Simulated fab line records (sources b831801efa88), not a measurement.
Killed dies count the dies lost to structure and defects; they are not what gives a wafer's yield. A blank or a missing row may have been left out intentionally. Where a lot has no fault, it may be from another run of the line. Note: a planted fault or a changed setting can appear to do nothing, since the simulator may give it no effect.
Which tool is to blame? + flow sky130 + Sampling: 14 lots, 39 wafers, 6 of 708 route steps

## WHAT THE GAUGES SHOWED, per wafer
SKY_FIELD_ISO_THK_MEAS_04. Usual: FIELD_ISO_CVD_03_THK typically reads 165.2 nm, with standard deviation 1.4.
| lot  | measured    | on            | FIELD_ISO_CVD_03_THK (nm) | flag |
|------|-------------|---------------|---------------------------|------|
| L276 | day 1 23:53 | film_metro-01 | 165.2 165.5 164.7         |      |
| L277 | day 2 07:32 | film_metro-04 | 163.5 163.9 164.8         |      |
| L278 | day 2 10:40 | film_metro-01 | 166.3 166.6 164.6         |      |
| L279 | day 2 15:04 | film_metro-01 | 164.7 164.0 164.6         |      |
| L280 | day 2 20:02 | film_metro-01 | 167.0 166.6 168.4         |      |
| L282 | day 3 05:59 | film_metro-01 | 166.6 166.7 165.9         |      |
| L283 | day 3 11:22 | film_metro-02 | 165.8 167.0 167.1         |      |
| L284 | day 3 15:32 | film_metro-01 | 164.2 164.6 164.0         |      |
| L285 | day 3 20:29 | film_metro-02 | 163.4 163.8 162.3         |      |
| L286 | day 4 01:31 | film_metro-01 | 164.6 165.2               |      |
| L287 | day 4 07:23 | film_metro-04 | 164.1 164.3               |      |
| L291 | day 5 04:07 | film_metro-04 | 162.9 163.7               |      |
| L296 | day 6 09:07 | film_metro-02 | 166.0 164.6 164.0         |      |
| L297 | day 6 12:13 | film_metro-01 | 165.5 165.5 165.4         |      |

SKY_FIELD_ISO_THK_MEAS_25. Usual: FIELD_ISO_CVD_24_THK typically reads 595 nm, with standard deviation 5.7.
| lot  | measured    | on            | FIELD_ISO_CVD_24_THK (nm) | flag |
|------|-------------|---------------|---------------------------|------|
| L276 | day 2 16:49 | film_metro-01 | 596 605 594               |      |
| L277 | day 3 00:55 | film_metro-04 | 602 599 605               |      |
| L278 | day 3 05:19 | film_metro-01 | 598 600 593               |      |
| L279 | day 3 09:02 | film_metro-04 | 599 587 593               |      |
| L280 | day 3 14:12 | film_metro-02 | 586 596 583               |      |
| L282 | day 4 00:08 | film_metro-04 | 604 599 605               |      |
| L283 | day 4 05:57 | film_metro-01 | 595 593 591               |      |
| L284 | day 4 10:56 | film_metro-04 | 600 598 599               |      |
| L285 | day 4 18:14 | film_metro-04 | 596 598 605               |      |
| L286 | day 4 22:25 | film_metro-02 | 1132 596                  | OFF  |
| L287 | day 5 03:58 | film_metro-04 | 1138 1139                 | OFF  |
| L291 | day 6 06:21 | film_metro-01 | 1133 598                  | OFF  |
| L296 | day 7 06:08 | film_metro-02 | 584 587 593               |      |
| L297 | day 7 08:56 | film_metro-04 | 595 590 589               |      |

SKY_NWELL_OVL_MEAS_10. Usual: NWELL_00_OVL typically reads -0.7 nm, with standard deviation 1.3.
| lot  | measured     | on         | NWELL_00_OVL (nm) | flag |
|------|--------------|------------|-------------------|------|
| L276 | day 4 23:23  | overlay-01 | -1.0 -2.4 -1.0    |      |
| L277 | day 5 08:12  | overlay-02 | -0.5 0.0 -1.6     |      |
| L278 | day 5 12:50  | overlay-02 | 0.8 0.8 1.2       |      |
| L279 | day 5 15:43  | overlay-02 | -0.6 -1.5 -1.7    |      |
| L280 | day 6 00:21  | overlay-02 | -2.0 -2.1 -2.6    |      |
| L282 | day 6 10:50  | overlay-02 | 0.6 -2.3 -2.3     |      |
| L283 | day 6 14:51  | overlay-01 | -1.5 -1.7 -0.7    |      |
| L284 | day 7 00:20  | overlay-02 | -0.7 0.5 0.3      |      |
| L285 | day 7 07:53  | overlay-01 | 0.1 -1.4 -1.1     |      |
| L286 | day 7 09:16  | overlay-02 | -0.3 -0.3         |      |
| L287 | day 7 15:46  | overlay-01 | 1.5 1.1           |      |
| L291 | day 9 06:08  | overlay-02 | -0.2 -0.6         |      |
| L296 | day 10 03:57 | overlay-02 | -1.8 -2.5 -1.2    |      |
| L297 | day 10 06:17 | overlay-02 | 0.7 -0.4 -1.7     |      |

SKY_NWELL_OVL_MEAS_23. Usual: NWELL_01_OVL typically reads -0.3 nm, with standard deviation 1.2.
| lot  | measured     | on         | NWELL_01_OVL (nm) | flag |
|------|--------------|------------|-------------------|------|
| L276 | day 5 17:45  | overlay-02 | 0.8 -0.1 0.7      |      |
| L277 | day 6 02:54  | overlay-01 | 0.8 0.2 0.7       |      |
| L278 | day 6 07:38  | overlay-01 | -0.2 -0.9 -1.8    |      |
| L279 | day 6 09:50  | overlay-01 | -1.4 -2.9 -2.2    |      |
| L280 | day 6 18:53  | overlay-01 | 0.3 0.7 -0.7      |      |
| L282 | day 7 05:26  | overlay-02 | -0.3 -3.7 -1.4    |      |
| L283 | day 7 09:41  | overlay-01 | -1.4 -0.1 -0.6    |      |
| L284 | day 7 19:53  | overlay-02 | -0.9 -0.8 -1.3    |      |
| L285 | day 8 04:02  | overlay-02 | 2.0 0.5 0.9       |      |
| L286 | day 8 05:34  | overlay-01 | -1.9 0.1          |      |
| L287 | day 8 12:43  | overlay-02 | 0.0 -2.3          |      |
| L291 | day 10 04:45 | overlay-01 | -0.4 0.0          |      |
| L296 | day 11 03:51 | overlay-02 | 2.3 2.2 0.9       |      |
| L297 | day 11 05:47 | overlay-01 | -2.6 -0.9 0.8     |      |

## TOOL THAT RAN EACH LOT (tool first, then ch and the chambers of the sampled wafers, then the start)
| lot  | SKY_FIELD_ISO_CVD_24            | SKY_FIELD_ISO_CMP_27         |
|------|---------------------------------|------------------------------|
| L276 | hdpcvd-02 ch 0,1, day 2 16:44   | cmp-02 ch 0,1,3, day 2 19:41 |
| L277 | hdpcvd-02 ch 0,1, day 3 00:50   | cmp-02 ch 0,1,2, day 3 02:28 |
| L278 | hdpcvd-01 ch 0,1,2, day 3 05:14 | cmp-02 ch 1,2,3, day 3 07:01 |
| L279 | hdpcvd-02 ch 1,2, day 3 08:56   | cmp-01 ch 1,2,3, day 3 10:38 |
| L280 | hdpcvd-02 ch 0,1,2, day 3 14:07 | cmp-02 ch 0,3, day 3 17:04   |
| L282 | hdpcvd-02 ch 0,1, day 4 00:02   | cmp-02 ch 0,2, day 4 02:35   |
| L283 | hdpcvd-02 ch 0,1,2, day 4 05:52 | cmp-01 ch 0,1, day 4 07:30   |
| L284 | hdpcvd-01 ch 0,1,2, day 4 10:52 | cmp-01 ch 0,2,3, day 4 12:30 |
| L285 | hdpcvd-01 ch 0,1,2, day 4 18:09 | cmp-02 ch 0,2,3, day 4 22:11 |
| L286 | hdpcvd-01 ch 0,2, day 4 22:21   | cmp-01 ch 2,3, day 5 00:02   |
| L287 | hdpcvd-01 ch 0,2, day 5 03:53   | cmp-02 ch 0,1, day 5 05:35   |
| L291 | hdpcvd-01 ch 0,2, day 6 06:16   | cmp-02 ch 0,3, day 6 10:52   |
| L296 | hdpcvd-02 ch 0,1, day 7 05:59   | cmp-01 ch 0,1,2, day 7 08:34 |
| L297 | hdpcvd-02 ch 0,1,2, day 7 08:52 | cmp-02 ch 0,1,2, day 7 10:33 |
- SKY_FIELD_ISO_CVD_24: deposits SiO2, target thk 595 nm, time 99.2 s.
- SKY_FIELD_ISO_CMP_27: polishes, stops on Si3N4, t overpolish 16 s, target thk 457.8 nm.

## AS READ BY THE TOOLS THEMSELVES (means over the sampled wafers that have a number; for cases with no such wafer, the mark the record gives instead)
SKY_FIELD_ISO_CMP_27. Usual: motor_current_A 12.4 A, standard deviation 1.6; time_to_endpoint_s 111 s, standard deviation 3.6.
| lot  | tool   | motor_current_A (A) | time_to_endpoint_s (s) | flag |
|------|--------|---------------------|------------------------|------|
| L276 | cmp-02 | 11.0                | 108                    |      |
| L277 | cmp-02 | 11.7                | 109                    |      |
| L278 | cmp-02 | 12.0                | 114                    |      |
| L279 | cmp-01 | 14.2                | 115                    |      |
| L280 | cmp-02 | 10.9                | 111                    |      |
| L282 | cmp-02 | 11.0                | 111                    |      |
| L283 | cmp-01 | 12.4                | 109                    |      |
| L284 | cmp-01 | 13.3                | 106                    |      |
| L285 | cmp-02 | 11.2                | 111                    |      |
| L286 | cmp-01 | 14.4                | 160                    | OFF  |
| L287 | cmp-02 | 11.6                | 205                    | OFF  |
| L291 | cmp-02 | 11.2                | 158                    | OFF  |
| L296 | cmp-01 | 13.5                | 111                    |      |
| L297 | cmp-02 | 11.2                | 109                    |      |

## THE ANSWER, worked out from the rows above alone
Rule: lot off if the mean of its wafers having a number is beyond 3 standard deviations from the usual mean. Also off: a lot with no number at a reading for which 4 or more lots have one. Where the step has rows for the other lots, those lots are counted as sound. After the gauges, taken in route order, come the tools' own readings; for these a lot's mean is taken, as printed above. At the first step where some lot is off, the reading lying furthest off is the one used; lots without a number count as furthest.
Off: at SKY_FIELD_ISO_THK_MEAS_25 (FIELD_ISO_CVD_24_THK), L286, L287, L291.
A tool fits if, at a process step before that reading, it ran every lot that is off, and no sound lot after the first of them. The gauges at SKY_FIELD_ISO_THK_MEAS_25 aren't tried: what is off there is off at SKY_FIELD_ISO_CMP_27 too, on other tools, and a gauge's error can't cause that. One candidate fits, namely hdpcvd-01 at SKY_FIELD_ISO_CVD_24. A fault onset in the window from L285 (day 4 18:09, its last sound lot) to L286 (day 4 22:21, its first lot off) fits.

## WHAT THE SIMULATOR HAD INSERTED
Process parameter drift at SKY_FIELD_ISO_CVD_24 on hdpcvd-01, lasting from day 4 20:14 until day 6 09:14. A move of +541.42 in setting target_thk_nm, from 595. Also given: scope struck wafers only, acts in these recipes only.
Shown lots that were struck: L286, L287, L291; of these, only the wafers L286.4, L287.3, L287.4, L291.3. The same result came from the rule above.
